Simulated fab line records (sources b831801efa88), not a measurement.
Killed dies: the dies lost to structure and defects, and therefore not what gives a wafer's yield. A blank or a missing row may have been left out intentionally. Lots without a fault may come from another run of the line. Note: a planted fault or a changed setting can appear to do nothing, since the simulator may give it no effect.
A struck lot beside a sound one / flow gf180mcu / 18 steps out of a route of 602
Sound: the wafers L381.3, L381.4, L381.6. The struck wafers were L394.1, L394.3, L394.6. The cause is given at the end.
Per side, at each step with rows, come the tool, then ch with its chambers, and then its first start. Under that, the readings that differ: sound wafers / struck wafers / difference of the means / sigmas: that difference in standard deviations of wafers without a fault.
alike: readings whose means differ by less than 2 such deviations, and words and numbers that are the same on both sides. not compared: withheld readings, readings that some wafer has no value for, bounds like >300 that may hide the same value, and numbers for which the record gives no deviation and whose values overlap.
The two part at a step that has a row with sigmas, a row that says differs or no value, or rows on one side only. Numbers that have no deviation but don't overlap get no sigmas and don't part them. A reading missing from all wafers of one side parts the sides only when that side holds two or more wafers.

GF_VT_IMPLANT_RS_MEAS_47: measures by four-point-probe.
  sound: filmMetro-03 at day 8 05:24; struck: filmMetro-01 at day 11 20:49
  alike: NWELL_RS
GF_VT_IMPLANT_RS_MEAS_48: measures by four-point-probe.
  sound: filmMetro-03 at day 8 05:31; struck: filmMetro-01 at day 11 20:56
  alike: LVPWELL_RS
GF_VT_IMPLANT_RS_MEAS_49: measures by four-point-probe.
  sound: filmMetro-03 at day 8 05:38; struck: filmMetro-01 at day 11 21:04
  alike: MVPSD_RS
then, 4 steps without rows for these wafers: GF_VT_IMPLANT_WET_ETCH_50 (etches SiO2 in dHF, target depth 20 nm, time 400 s); GF_DUAL_GATE_CLEAN_00 (cleans in SC1/SC2, time 150 s); GF_DUAL_GATE_CLEAN_01 (cleans in dHF, time 20 s); GF_DUAL_GATE_OXIDATION_02 (stabilise 600 s, purge 300 s, target thk 10.887 nm).
GF_DUAL_GATE_THK_MEAS_03:
  sound: filmMetro-02 at day 8 07:37; struck: filmMetro-03 at day 11 22:58
  alike: DUAL_GATE_OXIDATION_00_THK
then, 4 steps without rows for these wafers: GF_DUAL_GATE_DEHYDRATE_04 (time 60 s); GF_DUAL_GATE_HMDS_05 (prime time 60 s); GF_DUAL_GATE_COAT_06 (resist thk 1000 nm); GF_DUAL_GATE_SOFTBAKE_07 (time 60 s).
GF_DUAL_GATE_EXPOSE_08: exposes mask Dualgate, target cd 700 nm.
  sound on ilineStepper-02 ch 0, day 8 15:37; struck on ilineStepper-01 ch 0, day 12 08:16
reading=mask; sound=Dualgate#0 Dualgate#0 Dualgate#0; struck=Nwell_HV_AREA#0 Nwell_HV_AREA#0 Nwell_HV_AREA#0; difference=differs; sigmas=
  alike: focusOffsetNm
then, 2 steps without rows for these wafers: GF_DUAL_GATE_PEB_09; GF_DUAL_GATE_DEVELOP_10 (develop time 60 s).
GF_DUAL_GATE_OVL_MEAS_11:
  sound: overlay-02 at day 8 23:44; struck: overlay-02 at day 12 18:07
reading=DUAL_GATE_OVL (nm); sound=0.0 -2.9 1.8; struck=- - -; difference=no value on the struck wafers; sigmas=
then, 1 step without rows for these wafers: GF_DUAL_GATE_WET_ETCH_12 (etches SiO2 in dHF, target depth 13 nm, time 260 s).
-- record jumps: 21 days separate the struck wafers' starts on either side; left off in module DUAL_GATE, taken up again in module PASSIVATION, whose first shown step is the route's number 602 --
GF_PASSIVATION_PROBE_99:
  the record has rows for the struck wafers here (prober-02, day 33 06:32) and none for the sound ones

WHERE THEY PART
Earliest at GF_DUAL_GATE_EXPOSE_08; latest, in this record, at GF_PASSIVATION_PROBE_99.

WHY: whatever the simulator had introduced
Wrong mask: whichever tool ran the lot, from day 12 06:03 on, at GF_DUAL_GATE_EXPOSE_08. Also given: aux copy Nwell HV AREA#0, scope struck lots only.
